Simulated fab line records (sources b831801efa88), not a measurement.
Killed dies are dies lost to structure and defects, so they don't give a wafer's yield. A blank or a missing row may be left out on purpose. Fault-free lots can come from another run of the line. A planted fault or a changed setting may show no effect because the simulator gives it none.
8D (eight disciplines) problem report, filled in by code    flow sky130    the parts of the form that need people (team, actions taken, sign-off) are left out

1. PROBLEM STATEMENT
Mean of dose-ions-cm2 at SKY_POLY_GATE_IMPLANT_02: 1.4e+16 across 6 wafers in 2 lots; on wafers with no fault it is 7.7e+15 (standard deviation 8.8e+12). That is +99 or more standard deviations from the usual mean.
The first sign was on wafer L226.1 at day 20 04:17, on implanter-04. The record holds 36 wafers of 12 lots with a number at this step. The rule behind "out" and "out of limits": a value lying over 4 standard deviations away from the usual mean. All remaining wafers that have a number are taken as sound.

2. WHAT IT IS, WHAT IT ISN'T
question                     is                        is not
which readings at this step  dose-ions-cm2, beam-on-s  -
which lots                   L226, L228                L214, L215, L217, L218, L219, L220, L223, L233, L234, L236
which wafers of those lots   all that have a number    -
read on which tools          implanter-04              implanter-01, implanter-02
when                         from day 20 04:17         up to then (21 sound wafers); but 9 sound wafers of L233, L234, L236 came after

3. THE SUSPECTS, EACH WITH WHAT RULES IT OUT
Counting: a tool at any process step up to the reading remains a suspect when it ran all the lots that are out and ran no sound lot after the first of those.
- implanter-04 at SKY_POLY_GATE_IMPLANT_02: kept. Every lot that is out went through it, starting with L226 (day 20 04:17), and after that it ran no sound lot; the last sound lot it ran before then is L220 (day 17 16:08). Its own readings are out on those wafers: beam-on-s, dose-ions-cm2.
Remaining after the count: implanter-04 at SKY_POLY_GATE_IMPLANT_02.

4. THE CAUSE (what the simulator had put in)
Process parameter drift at SKY_POLY_GATE_IMPLANT_02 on implanter-04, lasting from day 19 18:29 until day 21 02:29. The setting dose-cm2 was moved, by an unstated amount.
Only this tool survived the counting.

5. SEQUENCE OF EFFECTS, ordered by route
One row per reading whose mean, taken over the struck wafers that have a number, lies over 3 standard deviations from the usual. Readings are gone through only where the record gives a usual standard deviation; hours: the median, over the lots, of the time from a lot's start at the first step in this table giving one to that lot's start at this step; sigmas: the change measured in usual standard deviations.
hours  step                      reading                   usual       on struck wafers  change    sigmas
0      SKY_POLY_GATE_IMPLANT_02  beam-on-s                 33.6 s      66.2              +32.6     +13
0      SKY_POLY_GATE_IMPLANT_02  dose-ions-cm2             7.7e+15     1.4e+16           +6.8e+15  +99 or more
0      SKY_RES_PROTECT_STRIP_07  oes-product-au            0.518 a.u.  0.495             -0.023    -5.3
0      SKY_RES_PROTECT_STRIP_07  strip-time-to-endpoint-s  23.29 s     25.04             +1.75     +44
Process steps it contains:
- SKY_POLY_GATE_IMPLANT_02
- SKY_RES_PROTECT_STRIP_07: strips in O2/N2.
Later steps that measure or inspect, where all struck wafers having a row at the step show a number for every such reading and not one has moved that far: SKY_POLY_CUT_OVL_MEAS_09, SKY_CONTACT_OVL_MEAS_15.

6. HOW IT WOULD HAVE BEEN CAUGHT EARLIER
The fault began at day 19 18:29; the first out-of-limits reading in this record came at day 20 04:17, 10 hours later.
